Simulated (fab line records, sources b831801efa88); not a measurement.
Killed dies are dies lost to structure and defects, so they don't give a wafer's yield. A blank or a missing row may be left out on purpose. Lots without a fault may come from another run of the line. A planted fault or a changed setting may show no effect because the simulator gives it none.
fab line records | flow sky130
record lots=12 wafers=36 last_day=50
route steps=708 shown LDD_N@244 LDD_P@266 LDD_LDN@298 PAD_OPEN@708
lots that met no fault: from a run of the same line without faults
start_h: hours from the record's first day to the start of the lot's first wafer shown | wait_h: hours since the lot's step before | " the same as in the row above | L1.1+2: a row that stands for several wafers | - no value, or no start given | * or withheld: withheld | < > ~ a bound
route shown NAME@n: a module of which the file shows steps, and the number in the route of the first | usual: mean/standard deviation of fault-free wafers | same: alike in all rows | chamber/n: place in a boat | sites: the reading at each site | _std_site: their standard deviation | _edge_site: outer sites' mean less inner sites' | radius_mm: how far each site lies from the wafer's centre | mask NAME#n: copy n | behind: the tool/chamber that last shaped the wafer | hold: why the lot was held/for how many hours/how that ended | device: the transistor (n, p or np) that didn't switch | end of line: the same wafers' tests at the end of the route | a step without rows: its recipe alone | killed: dies lost to structure and defects at the first sort, not the wafer's yield | map: a wafer's dies, x killed, . not, _ none there
set.NAME: the setting as run; set.NAME@STEP: as run at that earlier step | model.NAME: the simulator's own value behind a step, which no gauge read
steps of the route over a sample of lots; a table a step, a row a wafer
services: from which hour (start_h, from the record's first day; less than 0 if before it) a tool's chamber was out of use, for how many hours, and why
## steps
# step SKY_LDD_N_OVL_MEAS_07
# usual LDD_N_OVL=-1.2/1.3
# columns lot.wafer tool chamber start_h wait_h LDD_N_OVL[nm]
L617.2 overlay-02 - 385.38 0.1 1.3
L617.4 " - " " 0.9
L617.6 " - " " 0.1
L619.3 overlay-01 - 402.10 0.1 -0.9
L619.4 " - " " -0.8
L619.5 " - " " -0.7
L620.1 overlay-01 - 410.07 0.1 -0.2
L620.3 " - " " -0.3
L620.4 " - " " 0.8
L622.2 overlay-01 - 432.49 0.1 0.4
L622.4 " - " " 0.5
L622.5 " - " " -1.5
L625.1 overlay-01 - 472.07 0.1 -0.5
L625.4 " - " " -2.1
L625.6 " - " " -0.1
L632.2 overlay-01 - 558.99 0.1 0.6
L632.5 " - " " -0.8
L632.6 " - " " 0.1
L633.1 overlay-02 - 576.73 0.1 -1.7
L633.2 " - " " -2.6
L633.3 " - " " -2.9
L634.1 overlay-01 - 577.03 0.1 -2.1
L634.5 " - " " -3.9
L634.6 " - " " -3.8
L636.1 overlay-01 - 591.57 0.1 -1.9
L636.5 " - " " -2.3
L636.6 " - " " -2.4
L638.1 overlay-01 - 612.77 0.1 -2.9
L638.3 " - " " 0.1
L638.4 " - " " -3.3
L637.1 overlay-01 - 613.93 0.1 -0.7
L637.2 " - " " -2.5
L637.3 " - " " -1.1
L639.3 overlay-02 - 620.78 0.1 -2.8
L639.4 " - " " -2.8
L639.5 " - " " -3.4
# step SKY_LDD_P_TW_MEAS_11
# usual LDD_P_TW=634/4.7
# columns lot.wafer tool chamber start_h wait_h LDD_P_TW
L617.2 film_metro-01 - 416.89 0.1 638
L617.4 " - " " 636
L617.6 " - " " 632
L619.3 film_metro-04 - 433.95 0.1 640
L619.4 " - " " 637
L619.5 " - " " 635
L620.1 film_metro-01 - 441.63 0.1 638
L620.3 " - " " 634
L620.4 " - " " 637
L622.2 film_metro-01 - 465.31 0.1 636
L622.4 " - " " 640
L622.5 " - " " 641
L625.1 film_metro-01 - 504.39 0.1 639
L625.4 " - " " 638
L625.6 " - " " 640
L632.2 film_metro-04 - 590.44 0.1 632
L632.5 " - " " 631
L632.6 " - " " 632
L633.1 film_metro-01 - 607.20 0.1 634
L633.2 " - " " 637
L633.3 " - " " 635
L634.1 film_metro-02 - 608.45 0.1 627
L634.5 " - " " 633
L634.6 " - " " 630
L636.1 film_metro-02 - 622.20 0.1 631
L636.5 " - " " 629
L636.6 " - " " 633
L638.1 film_metro-04 - 642.46 0.1 633
L638.3 " - " " 631
L638.4 " - " " 633
L637.1 film_metro-04 - 644.18 0.1 634
L637.2 " - " " 637
L637.3 " - " " 637
L639.3 film_metro-02 - 650.67 0.1 635
L639.4 " - " " 632
L639.5 " - " " 634
# step SKY_LDD_LDN_IMPLANT_09
# recipe species=As energy_kev=15 dose_cm2=1.25e+13 tilt_deg=withheld rotation_deg=113
# usual dose_ions_cm2=1.2499e+13/1.1e+10 end_station_pressure_torr=5.04e-06/2.5e-07 faraday_current_uA=70.8/1.5
# same implant_ion_amu=75
# columns lot.wafer tool chamber start_h wait_h dose_ions_cm2 end_station_pressure_torr faraday_current_uA
L617.2 implanter-04 0 507.64 0.1 1.2504e+13 5.14e-06 69.4
L617.4 " 0 " " 1.25e+13 5.05e-06 72.5
L617.6 " 0 " " 1.2499e+13 4.97e-06 70.4
L619.3 implanter-03 0 526.88 0.1 1.2491e+13 5.02e-06 70.2
L619.4 " 0 " " 1.2484e+13 5.09e-06 73.6
L619.5 " 0 " " 1.2491e+13 4.89e-06 71.9
L620.1 implanter-03 0 533.27 0.1 1.2498e+13 5.17e-06 64.9
L620.3 " 0 " " 1.2508e+13 5.05e-06 68.8
L620.4 " 0 " " 1.2506e+13 5.49e-06 69.6
L622.2 implanter-03 0 556.78 0.1 4.528e+12 4.88e-06 26.6
L622.4 " 0 " " 4.519e+12 5.11e-06 25.5
L622.5 " 0 " " 4.532e+12 5.06e-06 25.8
L625.1 implanter-03 0 591.46 0.1 4.521e+12 4.95e-06 26.0
L625.4 " 0 " " 4.52e+12 4.92e-06 25.8
L625.6 " 0 " " 4.526e+12 4.54e-06 25.6
L632.2 implanter-02 0 676.39 0.1 1.25e+13 5.28e-06 71.6
L632.5 " 0 " " 1.2495e+13 5.19e-06 73.0
L632.6 " 0 " " 1.2503e+13 5.48e-06 71.3
L633.1 implanter-03 0 691.71 0.1 1.2505e+13 5.39e-06 70.4
L633.2 " 0 " " 1.2492e+13 5.13e-06 68.1
L633.3 " 0 " " 1.2493e+13 5.27e-06 69.1
L634.1 implanter-03 0 693.11 0.1 1.2497e+13 5.15e-06 71.2
L634.5 " 0 " " 1.2492e+13 5.04e-06 73.5
L634.6 " 0 " " 1.2507e+13 5.35e-06 68.9
L636.1 implanter-03 0 706.32 0.1 1.2503e+13 5.2e-06 71.7
L636.5 " 0 " " 1.2505e+13 5.17e-06 71.3
L636.6 " 0 " " 1.2515e+13 5.17e-06 71.9
L638.1 implanter-03 0 723.87 0.1 1.2493e+13 4.97e-06 71.9
L638.3 " 0 " " 1.2485e+13 5.1e-06 71.5
L638.4 " 0 " " 1.2491e+13 4.79e-06 71.3
L637.1 implanter-04 0 727.66 0.1 1.2489e+13 4.91e-06 70.9
L637.2 " 0 " " 1.251e+13 5.41e-06 71.0
L637.3 " 0 " " 1.2493e+13 4.83e-06 70.4
L639.3 implanter-04 0 733.91 0.1 1.248e+13 4.66e-06 72.7
L639.4 " 0 " " 1.2488e+13 4.93e-06 70.1
L639.5 " 0 " " 1.2514e+13 5.05e-06 70.3
# step SKY_LDD_LDN_STRIP_12
# recipe chemistry=O2/N2 power_w=1400 pressure_mtorr=1500 platen_temp_c=withheld o2_flow_sccm=3000 n2_flow_sccm=300 overash_fraction=0.5
# usual drypump_motor_current_A=5.7/0.45 oes_product_au=0.715/0.0045 strip_time_to_endpoint_s=14.17/0.038
# columns lot.wafer tool chamber start_h wait_h drypump_motor_current_A oes_product_au rf_hours_counter_h strip_time_to_endpoint_s
L617.2 plasma_asher-01 1 508.07 0.1 6.6 0.710 81 14.18
L617.4 " 1 " " 6.6 0.720 - 14.19
L617.6 " 1 " " 6.6 0.714 - 14.19
L619.3 plasma_asher-03 1 527.32 0.1 5.6 0.714 - 14.22
L619.4 " 0 " " 5.2 0.710 - 14.18
L619.5 " 0 " " 5.2 0.714 - 14.19
L620.1 plasma_asher-03 0 533.72 0.1 5.2 0.713 38 14.16
L620.3 " 0 " " 5.1 0.714 - 14.16
L620.4 " 1 " " 5.5 0.714 - 14.15
L622.2 plasma_asher-01 0 557.21 0.1 5.6 0.716 86 14.19
L622.4 " 1 " " 6.6 0.719 - 14.22
L622.5 " 1 " " 6.6 0.713 - 14.20
L625.1 plasma_asher-03 0 591.91 0.1 5.2 0.713 44 14.20
L625.4 " 0 " " 5.2 0.723 - 14.16
L625.6 " 0 " " 5.2 0.714 - 14.19
L632.2 plasma_asher-03 1 676.82 0.1 5.6 0.718 53 14.15
L632.5 " 1 " " 5.6 0.718 - 14.21
L632.6 " 0 " " 5.2 0.711 - 14.16
L633.1 plasma_asher-03 1 692.16 0.1 5.6 0.720 54 14.22
L633.2 " 0 " " 5.2 0.723 54 14.23
L633.3 " 1 " " 5.6 0.710 - 14.27
L634.1 plasma_asher-03 0 693.56 0.1 5.2 0.705 54 14.18
L634.5 " 1 " " 5.6 0.710 - 14.18
L634.6 " 0 " " 5.2 0.712 - 14.20
L636.1 plasma_asher-03 0 706.77 0.1 5.2 0.717 56 14.13
L636.5 " 1 " " 5.6 0.721 - 14.14
L636.6 " 0 " " 5.2 0.718 - 14.11
L638.1 plasma_asher-03 0 724.32 0.1 5.2 0.715 57 14.18
L638.3 " 1 " " 5.5 0.719 - 14.16
L638.4 " 0 " " 5.2 0.708 - 14.20
L637.1 plasma_asher-01 0 728.11 0.1 5.6 0.722 103 14.14
L637.2 " 1 " " 6.6 0.714 103 14.15
L637.3 " 0 " " 5.6 0.712 - 14.16
L639.3 plasma_asher-03 1 734.34 0.1 5.5 0.714 - 14.18
L639.4 " 0 " " 5.2 0.718 - 14.20
L639.5 " 0 " " 5.2 0.710 - 14.20
# step SKY_LDD_LDN_TW_MEAS_13
# usual LDD_LDN_TW=1469/8.3
# columns lot.wafer tool chamber start_h wait_h LDD_LDN_TW
L617.2 film_metro-03 - 508.18 0.1 1458
L617.4 " - " " 1465
L617.6 " - " " 1458
L619.3 film_metro-02 - 527.40 0.1 1460
L619.4 " - " " 1466
L619.5 " - " " 1463
L620.1 film_metro-03 - 533.82 0.1 1471
L620.3 " - " " 1464
L620.4 " - " " 1463
L622.2 film_metro-04 - 557.32 0.1 1392
L622.4 " - " " 1394
L622.5 " - " " 1398
L625.1 film_metro-03 - 592.01 0.1 1381
L625.4 " - " " 1385
L625.6 " - " " 1384
L632.2 film_metro-02 - 676.93 0.1 1469
L632.5 " - " " 1467
L632.6 " - " " 1475
L633.1 film_metro-04 - 692.26 0.1 1483
L633.2 " - " " 1483
L633.3 " - " " 1474
L634.1 film_metro-03 - 693.66 0.1 1458
L634.5 " - " " 1459
L634.6 " - " " 1466
L636.1 film_metro-02 - 706.87 0.1 1476
L636.5 " - " " 1477
L636.6 " - " " 1480
L638.1 film_metro-03 - 724.42 0.1 1465
L638.3 " - " " 1461
L638.4 " - " " 1463
L637.1 film_metro-03 - 728.21 0.1 1465
L637.2 " - " " 1466
L637.3 " - " " 1467
L639.3 film_metro-04 - 734.43 0.1 1476
L639.4 " - " " 1480
L639.5 " - " " 1474
# step SKY_PAD_OPEN_PROBE_99
# usual killed_at_M0_to_M3=44/7.3 killed_at_M4_up=3.2/1.8 killed_at_contacts=24/5.4 killed_at_front_end=16/4.4 killed_at_other=0.3/0.48 killed_dies=86/9.5 killed_open=47/7.7 killed_short=39/6.4
# same gross_dies=492 killed_at_back_side=0
# columns lot.wafer tool chamber start_h wait_h killed_at_M0_to_M3 killed_at_M4_up killed_at_contacts killed_at_front_end killed_at_other killed_dies killed_open killed_short
L625.6 prober-02 - 1119.56 0.2 48 2 22 20 0 92 56 36
# killed by level:class
L625.6 VIA1:geometric_particle:open=17 CONTACT:geometric_particle:open=10 POLY_GATE:geometric_particle:open=6 VIA2:geometric_particle:open=6 FIELD_ISO:geometric_particle:short=5 METAL2:geometric_particle:short=5 VIA3:geometric_particle:open=4 FIELD_ISO:geometric_particle:open=3
## services
# columns tool chamber start_h hours kind
plasma_asher-03 - 539.56 0.6 repair
implanter-02 - 572.21 7.5 repair
implanter-03 - 573.64 4.3 repair
plasma_asher-03 - 582.69 2.8 pm
implanter-03 - 592.41 2.2 repair
implanter-03 - 614.92 7.1 repair
implanter-04 - 643.89 3.8 pm
implanter-02 - 653.42 3.9 pm
implanter-04 - 662.71 2.1 repair
implanter-04 - 664.83 3.1 pm
implanter-04 - 667.28 3.6 repair
implanter-04 - 694.34 8.8 repair
plasma_asher-01 - 697.61 1.4 repair
implanter-02 - 708.46 9.9 pm
plasma_asher-01 - 733.75 9.0 pm
plasma_asher-01 0 733.75 9.0 vent_cycle
plasma_asher-01 1 733.75 9.0 vent_cycle
implanter-03 - 734.37 1.0 repair
## key
first_sign step=SKY_LDD_LDN_IMPLANT_09 reading=dose_ions_cm2 direction=down sigmas=99+ usual=* struck=*
effect step=SKY_LDD_LDN_IMPLANT_09 reading=faraday_current_uA direction=down sigmas=30 usual=70.8 struck=25.9
effect step=SKY_LDD_LDN_TW_MEAS_13 reading=LDD_LDN_TW direction=down sigmas=9.6 usual=1469 struck=1389
met_at SKY_LDD_LDN_IMPLANT_09
struck_lots L622,L625
tester_left_out L622,L625
not_acting_at SKY_LDD_N_OVL_MEAS_07,SKY_LDD_P_TW_MEAS_11,SKY_LDD_LDN_STRIP_12
onset_between 533.27 556.78
fault kind=process_parameter_drift tool=implanter-03 chamber=- onset_h=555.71 steps=SKY_LDD_LDN_IMPLANT_09 channel=dose_cm2 offset=* shape=step end_h=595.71 acts_in=* stated=*
# tester_left_out: of these lots the tester's yield and bins aren't shown, on N5 and GAA mostly nor the transistor test; their killed dies are dies lost to structure and defects alone, not to doping, threshold or leakage, so they don't give the yield
